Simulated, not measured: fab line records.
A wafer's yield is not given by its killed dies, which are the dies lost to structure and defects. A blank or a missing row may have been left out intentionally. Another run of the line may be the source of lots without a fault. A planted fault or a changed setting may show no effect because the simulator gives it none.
fab line records :: flow sky130 :: part 2 of 2: steps 27 to 38 of 38
record
  lots=5
  wafers=15
  lastDay=49
route steps=708 shown CONTACT@433 METAL1@434 VIA1@458
lots that met no fault: taken from a fault-free run of the same line
startH: start of the lot's first displayed wafer, in hours after the record's first day :: waitH: hours elapsed since this lot's preceding step :: " repeats the value in the row above :: L1.1+2: a single row standing in for several wafers :: - no value, or no start given :: * or withheld: withheld :: < > ~ a bound
route shown NAME@n: names a module that has steps shown in the file, with the first one's number in the route :: usual: average and standard deviation across the fault-free wafers :: same: alike in all rows :: chamber/n: place in a boat :: sites: the reading at each site :: _std_site: standard deviation of those values :: _edge_site: inner sites' mean taken away from outer sites' mean :: radiusMm: for every site, how far away it sits from the centre of the wafer :: mask NAME#n: copy n :: behind: the last tool/chamber to shape the wafer :: hold: what put the lot on hold/how long, in hours/how the hold closed :: device: which transistor (n, p or np) failed to switch :: end of line: tests run on the same wafers once the route is complete :: step lacking rows: just its recipe :: killed: the dies lost at the first sort to structure and to defects; this is not the yield of the wafer :: map: a wafer's dies, x killed, . not, _ none there
set.NAME: setting as actually run; set.NAME@STEP: the setting as run at that earlier step :: model.NAME: the simulator's own value behind a step, which no gauge read
lots seen at some steps along the route; tables by step, rows by wafer
services: from which hour (startH, from the record's first day; less than 0 if before it) a tool's chamber was out of use, for how many hours, and why
## steps
# step SKY_VIA1_THK_MEAS_01
# recipe
  reads=SiO2_of_VIA1_HDPCVD_00
# usual
  VIA1_HDPCVD_THK=1029/13
lot.wafer: L074.2
tool: filmMetro-02
chamber: -
startH: 771.70
waitH: 0.1
VIA1_HDPCVD_THK[nm]: 1030

lot.wafer: L074.5
tool: filmMetro-02
chamber: -
startH: 771.70
waitH: 0.1
VIA1_HDPCVD_THK[nm]: 1032

lot.wafer: L074.6
tool: filmMetro-02
chamber: -
startH: 771.70
waitH: 0.1
VIA1_HDPCVD_THK[nm]: 1019

lot.wafer: L077.1
tool: filmMetro-03
chamber: -
startH: 788.55
waitH: 0.1
VIA1_HDPCVD_THK[nm]: 1026

lot.wafer: L077.2
tool: filmMetro-03
chamber: -
startH: 788.55
waitH: 0.1
VIA1_HDPCVD_THK[nm]: 1030

lot.wafer: L077.3
tool: filmMetro-03
chamber: -
startH: 788.55
waitH: 0.1
VIA1_HDPCVD_THK[nm]: 1043

lot.wafer: L086.1
tool: filmMetro-03
chamber: -
startH: 859.51
waitH: 0.1
VIA1_HDPCVD_THK[nm]: 1032

lot.wafer: L086.3
tool: filmMetro-03
chamber: -
startH: 859.51
waitH: 0.1
VIA1_HDPCVD_THK[nm]: 1021

lot.wafer: L086.5
tool: filmMetro-03
chamber: -
startH: 859.51
waitH: 0.1
VIA1_HDPCVD_THK[nm]: 1037

lot.wafer: L088.3
tool: filmMetro-03
chamber: -
startH: 879.36
waitH: 0.1
VIA1_HDPCVD_THK[nm]: 1022

lot.wafer: L088.4
tool: filmMetro-03
chamber: -
startH: 879.36
waitH: 0.1
VIA1_HDPCVD_THK[nm]: 1047

lot.wafer: L088.5
tool: filmMetro-03
chamber: -
startH: 879.36
waitH: 0.1
VIA1_HDPCVD_THK[nm]: 1033

lot.wafer: L092.2
tool: filmMetro-04
chamber: -
startH: 899.31
waitH: 0.1
VIA1_HDPCVD_THK[nm]: 1013

lot.wafer: L092.3
tool: filmMetro-04
chamber: -
startH: 899.31
waitH: 0.1
VIA1_HDPCVD_THK[nm]: 1014

lot.wafer: L092.5
tool: filmMetro-04
chamber: -
startH: 899.31
waitH: 0.1
VIA1_HDPCVD_THK[nm]: 1009
# step SKY_VIA1_CMP_02
# recipe
  material=SiO2
  downForcePsi=4
  platenRpm=60
  padVelocityMS=0.94248
# usual
  edgeZonePressureFrac=1.000/0.0049
  motorCurrentA=11.3/0.78
  retainingRingPressureFrac=1.000/0.0053
lot.wafer: L074.2
tool: cmp-01
chamber: 0
startH: 771.86
waitH: 0.1
edgeZonePressureFrac: 1.003
motorCurrentA: 12.4
retainingRingPressureFrac: 0.994

lot.wafer: L074.5
tool: cmp-01
chamber: 2
startH: 771.86
waitH: 0.1
edgeZonePressureFrac: 0.999
motorCurrentA: 10.4
retainingRingPressureFrac: 0.989

lot.wafer: L074.6
tool: cmp-01
chamber: 3
startH: 771.86
waitH: 0.1
edgeZonePressureFrac: 0.991
motorCurrentA: 12.2
retainingRingPressureFrac: 0.994

lot.wafer: L077.1
tool: cmp-02
chamber: 0
startH: 788.61
waitH: 0.1
edgeZonePressureFrac: 1.002
motorCurrentA: 13.0
retainingRingPressureFrac: 1.003

lot.wafer: L077.2
tool: cmp-02
chamber: 2
startH: 788.61
waitH: 0.1
edgeZonePressureFrac: 1.000
motorCurrentA: 10.1
retainingRingPressureFrac: 0.997

lot.wafer: L077.3
tool: cmp-02
chamber: 3
startH: 788.61
waitH: 0.1
edgeZonePressureFrac: 0.990
motorCurrentA: 11.1
retainingRingPressureFrac: 0.992

lot.wafer: L086.1
tool: cmp-02
chamber: 0
startH: 859.62
waitH: 0.1
edgeZonePressureFrac: 0.996
motorCurrentA: 12.3
retainingRingPressureFrac: 1.009

lot.wafer: L086.3
tool: cmp-02
chamber: 1
startH: 859.62
waitH: 0.1
edgeZonePressureFrac: 0.994
motorCurrentA: 11.7
retainingRingPressureFrac: 1.004

lot.wafer: L086.5
tool: cmp-02
chamber: 0
startH: 859.62
waitH: 0.1
edgeZonePressureFrac: 0.999
motorCurrentA: 12.4
retainingRingPressureFrac: 1.007

lot.wafer: L088.3
tool: cmp-02
chamber: 2
startH: 879.40
waitH: 0.0
edgeZonePressureFrac: 1.003
motorCurrentA: 9.9
retainingRingPressureFrac: 1.002

lot.wafer: L088.4
tool: cmp-02
chamber: 1
startH: 879.40
waitH: 0.0
edgeZonePressureFrac: 1.005
motorCurrentA: 11.6
retainingRingPressureFrac: 1.004

lot.wafer: L088.5
tool: cmp-02
chamber: 3
startH: 879.40
waitH: 0.0
edgeZonePressureFrac: 1.003
motorCurrentA: 10.8
retainingRingPressureFrac: 0.998

lot.wafer: L092.2
tool: cmp-01
chamber: 3
startH: 899.46
waitH: 0.1
edgeZonePressureFrac: 1.003
motorCurrentA: 12.1
retainingRingPressureFrac: 1.005

lot.wafer: L092.3
tool: cmp-01
chamber: 0
startH: 899.46
waitH: 0.1
edgeZonePressureFrac: 0.995
motorCurrentA: 11.7
retainingRingPressureFrac: 0.998

lot.wafer: L092.5
tool: cmp-01
chamber: 2
startH: 899.46
waitH: 0.1
edgeZonePressureFrac: 1.009
motorCurrentA: 10.2
retainingRingPressureFrac: 1.002
# step SKY_VIA1_BOW_MEAS_03
# recipe
  mode=bow
# usual
  VIA1_BOW=81/7.7
lot.wafer: L074.2
tool: filmMetro-04
chamber: -
startH: 772.09
waitH: 0.2
VIA1_BOW[um]: 74

lot.wafer: L074.5
tool: filmMetro-04
chamber: -
startH: 772.09
waitH: 0.2
VIA1_BOW[um]: 80

lot.wafer: L074.6
tool: filmMetro-04
chamber: -
startH: 772.09
waitH: 0.2
VIA1_BOW[um]: 81

lot.wafer: L077.1
tool: filmMetro-02
chamber: -
startH: 788.91
waitH: 0.2
VIA1_BOW[um]: 75

lot.wafer: L077.2
tool: filmMetro-02
chamber: -
startH: 788.91
waitH: 0.2
VIA1_BOW[um]: 84

lot.wafer: L077.3
tool: filmMetro-02
chamber: -
startH: 788.91
waitH: 0.2
VIA1_BOW[um]: 89

lot.wafer: L086.1
tool: filmMetro-03
chamber: -
startH: 859.87
waitH: 0.2
VIA1_BOW[um]: 86

lot.wafer: L086.3
tool: filmMetro-03
chamber: -
startH: 859.87
waitH: 0.2
VIA1_BOW[um]: 62

lot.wafer: L086.5
tool: filmMetro-03
chamber: -
startH: 859.87
waitH: 0.2
VIA1_BOW[um]: 76

lot.wafer: L088.3
tool: filmMetro-04
chamber: -
startH: 879.74
waitH: 0.3
VIA1_BOW[um]: 65

lot.wafer: L088.4
tool: filmMetro-04
chamber: -
startH: 879.74
waitH: 0.3
VIA1_BOW[um]: 67

lot.wafer: L088.5
tool: filmMetro-04
chamber: -
startH: 879.74
waitH: 0.3
VIA1_BOW[um]: 78

lot.wafer: L092.2
tool: filmMetro-02
chamber: -
startH: 899.68
waitH: 0.2
VIA1_BOW[um]: 75

lot.wafer: L092.3
tool: filmMetro-02
chamber: -
startH: 899.68
waitH: 0.2
VIA1_BOW[um]: 72

lot.wafer: L092.5
tool: filmMetro-02
chamber: -
startH: 899.68
waitH: 0.2
VIA1_BOW[um]: 79
# step SKY_VIA1_DEHYDRATE_04
# recipe
  tempC=200
  timeS=60
# usual
  heaterPowerTotalW=160.37/0.13
  plateTempC=199.99/0.15
lot.wafer: L074.2
tool: lithoTrack-02
chamber: 0
startH: 784.21
waitH: 12.1
heaterPowerTotalW: 160.35
plateTempC: 200.06

lot.wafer: L074.5
tool: lithoTrack-02
chamber: 0
startH: 784.21
waitH: 12.1
heaterPowerTotalW: 160.43
plateTempC: 200.02

lot.wafer: L074.6
tool: lithoTrack-02
chamber: 0
startH: 784.21
waitH: 12.1
heaterPowerTotalW: 160.66
plateTempC: 200.14

lot.wafer: L077.1
tool: lithoTrack-02
chamber: 0
startH: 802.14
waitH: 13.2
heaterPowerTotalW: 160.61
plateTempC: 199.88

lot.wafer: L077.2
tool: lithoTrack-02
chamber: 0
startH: 802.14
waitH: 13.2
heaterPowerTotalW: 160.32
plateTempC: 200.05

lot.wafer: L077.3
tool: lithoTrack-02
chamber: 0
startH: 802.14
waitH: 13.2
heaterPowerTotalW: 160.54
plateTempC: 200.16

lot.wafer: L086.1
tool: lithoTrack-03
chamber: 0
startH: 872.13
waitH: 12.2
heaterPowerTotalW: 160.30
plateTempC: 199.98

lot.wafer: L086.3
tool: lithoTrack-03
chamber: 0
startH: 872.13
waitH: 12.2
heaterPowerTotalW: 160.51
plateTempC: 200.10

lot.wafer: L086.5
tool: lithoTrack-03
chamber: 0
startH: 872.13
waitH: 12.2
heaterPowerTotalW: 160.47
plateTempC: 200.07

lot.wafer: L088.3
tool: lithoTrack-02
chamber: 0
startH: 891.39
waitH: 11.6
heaterPowerTotalW: 160.61
plateTempC: 199.99

lot.wafer: L088.4
tool: lithoTrack-02
chamber: 0
startH: 891.39
waitH: 11.6
heaterPowerTotalW: 160.53
plateTempC: 200.03

lot.wafer: L088.5
tool: lithoTrack-02
chamber: 0
startH: 891.39
waitH: 11.6
heaterPowerTotalW: 160.42
plateTempC: 199.85

lot.wafer: L092.2
tool: lithoTrack-02
chamber: 0
startH: 911.92
waitH: 12.2
heaterPowerTotalW: 160.31
plateTempC: 200.05

lot.wafer: L092.3
tool: lithoTrack-02
chamber: 0
startH: 911.92
waitH: 12.2
heaterPowerTotalW: 160.20
plateTempC: 200.05

lot.wafer: L092.5
tool: lithoTrack-02
chamber: 0
startH: 911.92
waitH: 12.2
heaterPowerTotalW: 160.51
plateTempC: 199.92
# step SKY_VIA1_HMDS_05
# recipe
  primeTimeS=60
  primeTempC=120
lot.wafer: L074.2+5+6
tool: lithoTrack-02
chamber: 0
startH: 784.36
waitH: 0.1

lot.wafer: L077.1+2+3
tool: lithoTrack-02
chamber: 0
startH: 802.29
waitH: 0.1

lot.wafer: L086.1+3+5
tool: lithoTrack-03
chamber: 0
startH: 872.28
waitH: 0.1

lot.wafer: L088.3+4+5
tool: lithoTrack-02
chamber: 0
startH: 891.54
waitH: 0.1

lot.wafer: L092.2+3+5
tool: lithoTrack-02
chamber: 0
startH: 912.07
waitH: 0.1
# step SKY_VIA1_COAT_06
# recipe
  resist=BARC
  tempC=withheld
  timeS=withheld
  spinRpm=3000
  resistThkNm=60
lot.wafer: L074.2+5+6
tool: lithoTrack-02
chamber: 0
startH: 784.51
waitH: 0.1

lot.wafer: L077.1+2+3
tool: lithoTrack-02
chamber: 0
startH: 802.44
waitH: 0.1

lot.wafer: L086.1+3+5
tool: lithoTrack-03
chamber: 0
startH: 872.43
waitH: 0.1

lot.wafer: L088.3+4+5
tool: lithoTrack-02
chamber: 0
startH: 891.69
waitH: 0.1

lot.wafer: L092.2+3+5
tool: lithoTrack-02
chamber: 0
startH: 912.22
waitH: 0.1
# step SKY_VIA1_COAT_07
# recipe
  resist=KrF-thick
  spinRpm=3000
  resistThkNm=450
lot.wafer: L074.2+5+6
tool: lithoTrack-02
chamber: 0
startH: -
waitH: -

lot.wafer: L077.1+2+3
tool: lithoTrack-02
chamber: 0
startH: -
waitH: -

lot.wafer: L086.1+3+5
tool: lithoTrack-03
chamber: 0
startH: -
waitH: -

lot.wafer: L088.3+4+5
tool: lithoTrack-02
chamber: 0
startH: -
waitH: -

lot.wafer: L092.2+3+5
tool: lithoTrack-02
chamber: 0
startH: -
waitH: -
# step SKY_VIA1_SOFTBAKE_08
# recipe
  tempC=100
  timeS=90
  resist=KrF-thick
# usual
  heaterPowerTotalW=57.35/0.1
  plateTempC=100.04/0.12
lot.wafer: L074.2
tool: lithoTrack-02
chamber: 0
startH: -
waitH: -
heaterPowerTotalW: 57.45
plateTempC: 99.88

lot.wafer: L074.5
tool: lithoTrack-02
chamber: 0
startH: -
waitH: -
heaterPowerTotalW: 57.23
plateTempC: 100.12

lot.wafer: L074.6
tool: lithoTrack-02
chamber: 0
startH: -
waitH: -
heaterPowerTotalW: 57.25
plateTempC: 99.87

lot.wafer: L077.1
tool: lithoTrack-02
chamber: 0
startH: -
waitH: -
heaterPowerTotalW: 57.30
plateTempC: 100.16

lot.wafer: L077.2
tool: lithoTrack-02
chamber: 0
startH: -
waitH: -
heaterPowerTotalW: 57.50
plateTempC: 100.11

lot.wafer: L077.3
tool: lithoTrack-02
chamber: 0
startH: -
waitH: -
heaterPowerTotalW: 57.42
plateTempC: 100.09

lot.wafer: L086.1
tool: lithoTrack-03
chamber: 0
startH: -
waitH: -
heaterPowerTotalW: 57.32
plateTempC: 100.02

lot.wafer: L086.3
tool: lithoTrack-03
chamber: 0
startH: -
waitH: -
heaterPowerTotalW: 57.44
plateTempC: 100.07

lot.wafer: L086.5
tool: lithoTrack-03
chamber: 0
startH: -
waitH: -
heaterPowerTotalW: 57.45
plateTempC: 100.11

lot.wafer: L088.3
tool: lithoTrack-02
chamber: 0
startH: -
waitH: -
heaterPowerTotalW: 57.23
plateTempC: 100.05

lot.wafer: L088.4
tool: lithoTrack-02
chamber: 0
startH: -
waitH: -
heaterPowerTotalW: 57.45
plateTempC: 100.25

lot.wafer: L088.5
tool: lithoTrack-02
chamber: 0
startH: -
waitH: -
heaterPowerTotalW: 57.32
plateTempC: 100.05

lot.wafer: L092.2
tool: lithoTrack-02
chamber: 0
startH: -
waitH: -
heaterPowerTotalW: 57.21
plateTempC: 99.96

lot.wafer: L092.3
tool: lithoTrack-02
chamber: 0
startH: -
waitH: -
heaterPowerTotalW: 57.32
plateTempC: 100.17

lot.wafer: L092.5
tool: lithoTrack-02
chamber: 0
startH: -
waitH: -
heaterPowerTotalW: 57.44
plateTempC: 100.26
# step SKY_VIA1_EXPOSE_09
# recipe
  maskId=VIM
  na=0.8
  sourceShape=annular
  sigmaInner=0.55
  sigmaOuter=0.85
  targetCdNm=150
  doseMj=38
# same
  sigmaOuter=0.85
lot.wafer: L074.2+5+6
tool: krfScanner-02
chamber: 0
startH: -
waitH: -
mask: VIM#0

lot.wafer: L077.1+2+3
tool: krfScanner-01
chamber: 0
startH: -
waitH: -
mask: VIM#0

lot.wafer: L086.1+3+5
tool: krfScanner-02
chamber: 0
startH: -
waitH: -
mask: VIM#0

lot.wafer: L088.3+4+5
tool: krfScanner-02
chamber: 0
startH: -
waitH: -
mask: VIM#0

lot.wafer: L092.2+3+5
tool: krfScanner-01
chamber: 0
startH: -
waitH: -
mask: VIM#0
# step SKY_VIA1_PEB_10
# recipe
  pebTempC=withheld
  pebTimeS=withheld
  resist=KrF-thick
lot.wafer: L074.2+5+6
tool: lithoTrack-04
chamber: 0
startH: -
waitH: -

lot.wafer: L077.1+2+3
tool: lithoTrack-03
chamber: 0
startH: -
waitH: -

lot.wafer: L086.1+3+5
tool: lithoTrack-03
chamber: 0
startH: -
waitH: -

lot.wafer: L088.3+4+5
tool: lithoTrack-02
chamber: 0
startH: -
waitH: -

lot.wafer: L092.2+3+5
tool: lithoTrack-03
chamber: 0
startH: -
waitH: -
# step SKY_VIA1_DEVELOP_11
# recipe
  developTimeS=60
  resist=KrF-thick
  devTempC=21
lot.wafer: L074.2+5+6
tool: lithoTrack-04
chamber: 0
startH: -
waitH: -

lot.wafer: L077.1+2+3
tool: lithoTrack-03
chamber: 0
startH: -
waitH: -

lot.wafer: L086.1+3+5
tool: lithoTrack-03
chamber: 0
startH: -
waitH: -

lot.wafer: L088.3+4+5
tool: lithoTrack-02
chamber: 0
startH: -
waitH: -

lot.wafer: L092.2+3+5
tool: lithoTrack-03
chamber: 0
startH: -
waitH: -
# step SKY_VIA1_CD_MEAS_12
# recipe
  targetCdNm=150
# usual
  cdNm=150.3/1.8
lot.wafer: L074.2
tool: cdSem-02
chamber: -
startH: 798.32
waitH: -
cdNm: 151.3

lot.wafer: L074.5
tool: cdSem-02
chamber: -
startH: 798.32
waitH: -
cdNm: 153.2

lot.wafer: L074.6
tool: cdSem-02
chamber: -
startH: 798.32
waitH: -
cdNm: 152.6

lot.wafer: L077.1
tool: cdSem-02
chamber: -
startH: 815.72
waitH: -
cdNm: 151.9

lot.wafer: L077.2
tool: cdSem-02
chamber: -
startH: 815.72
waitH: -
cdNm: 151.2

lot.wafer: L077.3
tool: cdSem-02
chamber: -
startH: 815.72
waitH: -
cdNm: 152.7

lot.wafer: L086.1
tool: cdSem-01
chamber: -
startH: 885.33
waitH: -
cdNm: 150.4

lot.wafer: L086.3
tool: cdSem-01
chamber: -
startH: 885.33
waitH: -
cdNm: 151.0

lot.wafer: L086.5
tool: cdSem-01
chamber: -
startH: 885.33
waitH: -
cdNm: 150.6

lot.wafer: L088.3
tool: cdSem-02
chamber: -
startH: 905.13
waitH: -
cdNm: 148.1

lot.wafer: L088.4
tool: cdSem-02
chamber: -
startH: 905.13
waitH: -
cdNm: 148.4

lot.wafer: L088.5
tool: cdSem-02
chamber: -
startH: 905.13
waitH: -
cdNm: 147.2

lot.wafer: L092.2
tool: cdSem-02
chamber: -
startH: 924.60
waitH: -
cdNm: 150.7

lot.wafer: L092.3
tool: cdSem-02
chamber: -
startH: 924.60
waitH: -
cdNm: 152.1

lot.wafer: L092.5
tool: cdSem-02
chamber: -
startH: 924.60
waitH: -
cdNm: 151.2
## services
tool: cmp-01
chamber: -
startH: 722.84
hours: 5.5
kind: pm

tool: cmp-02
chamber: -
startH: 728.62
hours: 5.1
kind: repair

tool: krfScanner-02
chamber: -
startH: 738.81
hours: 1.3
kind: pm

tool: pvdSputter-02
chamber: -
startH: 741.76
hours: 2.4
kind: repair

tool: cmp-02
chamber: -
startH: 744.00
hours: 4.0
kind: pm

tool: krfScanner-02
chamber: -
startH: 752.11
hours: 0.3
kind: repair

tool: cmp-02
chamber: -
startH: 754.48
hours: 8.9
kind: pm

tool: cmp-02
chamber: -
startH: 764.97
hours: 1.2
kind: repair

tool: krfScanner-02
chamber: -
startH: 771.11
hours: 4.7
kind: repair

tool: pvdSputter-04
chamber: -
startH: 774.40
hours: 3.2
kind: repair

tool: rieMetal-03
chamber: -
startH: 774.75
hours: 0.3
kind: repair

tool: krfScanner-02
chamber: -
startH: 778.67
hours: 0.2
kind: repair

tool: cmp-01
chamber: -
startH: 801.83
hours: 9.2
kind: pm

tool: krfScanner-02
chamber: -
startH: 803.97
hours: 1.0
kind: pm

tool: krfScanner-02
chamber: -
startH: 808.96
hours: 1.2
kind: repair

tool: rieMetal-03
chamber: 1
startH: 809.57
hours: 4.0
kind: repair

tool: wetBench-01
chamber: -
startH: 833.33
hours: 0.9
kind: repair

tool: krfScanner-02
chamber: -
startH: 833.81
hours: 0.8
kind: pm

tool: pvdSputter-02
chamber: -
startH: 852.24
hours: 1.9
kind: repair

tool: cmp-01
chamber: -
startH: 854.20
hours: 1.3
kind: repair

tool: krfScanner-02
chamber: -
startH: 880.97
hours: 3.3
kind: repair

tool: rieMetal-03
chamber: -
startH: 889.43
hours: 4.0
kind: pm

tool: krfScanner-02
chamber: -
startH: 914.70
hours: 1.3
kind: pm

tool: pvdSputter-04
chamber: -
startH: 914.72
hours: 5.5
kind: repair
